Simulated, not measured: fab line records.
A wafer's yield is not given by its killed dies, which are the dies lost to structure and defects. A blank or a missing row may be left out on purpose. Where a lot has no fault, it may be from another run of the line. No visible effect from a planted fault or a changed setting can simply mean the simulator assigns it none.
A lot that was struck, set against a sound lot ; flow sfq line ; 14 out of 325 route steps
Sound: these wafers, L206.2, L206.3, L206.5. The struck wafers were L205.1, L205.2, L205.3. At the end, the cause is stated.
For every step that has rows: the tool of each side, followed by ch and its chambers, followed by its first start. Under that, the readings that differ: sound wafers ; struck wafers ; difference of the means ; sigmas: that difference in standard deviations of wafers without a fault.
alike: readings whose means differ by less than 2 such deviations, and words and numbers that are the same on both sides. not compared: withheld readings, readings that some wafer has no value for, bounds like >300 that may hide the same value, and numbers for which the record gives no deviation and whose values overlap.
A row with sigmas, a row that says differs or no value, or rows on one side alone: a step with any of these is where the two part. Numbers that don't overlap but have no deviation are shown without sigmas and don't part them. A reading that every wafer of one side lacks parts them only if that side has two wafers or more.

first, 1 step without rows for these wafers: SFQ_TRILAYER_R5_LITHO_DEVELOP_138 (time 60 s).
SFQ_R5_OVL_MEAS_935:
  sound: overlay-02 at day 65 06:52; struck: overlay-02 at day 64 23:34
  alike: R5_OVL
SFQ_TRILAYER_R5_BARC_OPEN_METAL_ETCH_177: etches BARC in O2, target depth 125 nm, time 41.7 s.
  sound on rie metal-04 ch 0,1, day 65 06:53; struck on rie metal-02 ch 0,1, day 64 23:37
  alike: drypump motor current A, oes product au
  not compared: rf hours counter h
SFQ_TRILAYER_R5_ETCH_METAL_ETCH_139: etches the open film in Cl2, stops on SiO2, target depth 60 nm, time 40 s.
  sound on rie metal-04 ch 0,1, day 65 06:57; struck on rie metal-02 ch 0,1, day 64 23:40
  alike: drypump motor current A, oes product au
  not compared: rf hours counter h
SFQ_TRILAYER_R5_STRIP_STRIP_140: strips in O2.
  sound on rie metal-04 ch 0,1, day 65 07:01; struck on rie metal-02 ch 0,1, day 64 23:44
reading;sound;struck;difference;sigmas
oes product au (a.u.);1.001 1.002 1.003;0.992 0.976 0.992;-0.015;-2
  alike: drypump motor current A, platen temp c
  not compared: rf hours counter h
then, 1 step without rows for these wafers: SFQ_TRILAYER_R5_STRIP_SOLV_CLEAN_141 (cleans in NMP, time 600 s).
SFQ_TRILAYER_A5C_DEP_PECVD_142: deposits SiO2 from SiH4/N2O, time 15.556 s, target thk 70 nm.
  sound on pecvd-02 ch 0,2, day 65 07:47; struck on pecvd-04 ch 0,2, day 65 00:30
reading;sound;struck;difference;sigmas
throttle valve pct (%);24.0 23.6 23.8;26.5 25.7 26.5;+2.4;+2
  alike: heater power w
then, 5 steps without rows for these wafers: SFQ_TRILAYER_I5_LITHO_COAT_149 (resist thk 62 nm); SFQ_TRILAYER_I5_LITHO_COAT_144 (resist thk 650 nm); SFQ_TRILAYER_I5_LITHO_SOFTBAKE_148; SFQ_TRILAYER_I5_LITHO_EXPOSE_145 (exposes mask I5, target cd 700 nm); SFQ_TRILAYER_I5_LITHO_PEB_147 (peb time 60 s).
-- the record jumps here: 5 days lie between the struck wafers' starts before and after --
SFQ_TRILAYER_I5_LITHO_DEVELOP_146: time 60 s.
  sound on litho track-01 ch 0, day 70 19:06; struck on litho track-04, day 70 09:29
  no value came back on the struck wafers for chill plate temp C (C), exhaust pa (Pa); on the sound wafers chill plate temp C (C) reads 22.93 23.05 23.09
reading;sound;struck;difference;sigmas
model.KrF_of_TRILAYER_I5_LITHO_COAT_144.thk nm (nm);625.5 626.4 625.9;652.4 651.3 652.2;+26.0;
SFQ_I5_OVL_MEAS_936:
  sound: overlay-01 at day 70 19:14; struck: overlay-01 at day 70 09:38
reading;sound;struck;difference;sigmas
I5_OVL (nm);4 1 4;- - -;no value on the struck wafers;

== WHERE THEY PART ==
First at SFQ_TRILAYER_R5_STRIP_STRIP_140; last, within this record, at SFQ_I5_OVL_MEAS_936.

WHY: what had been put in by the simulator
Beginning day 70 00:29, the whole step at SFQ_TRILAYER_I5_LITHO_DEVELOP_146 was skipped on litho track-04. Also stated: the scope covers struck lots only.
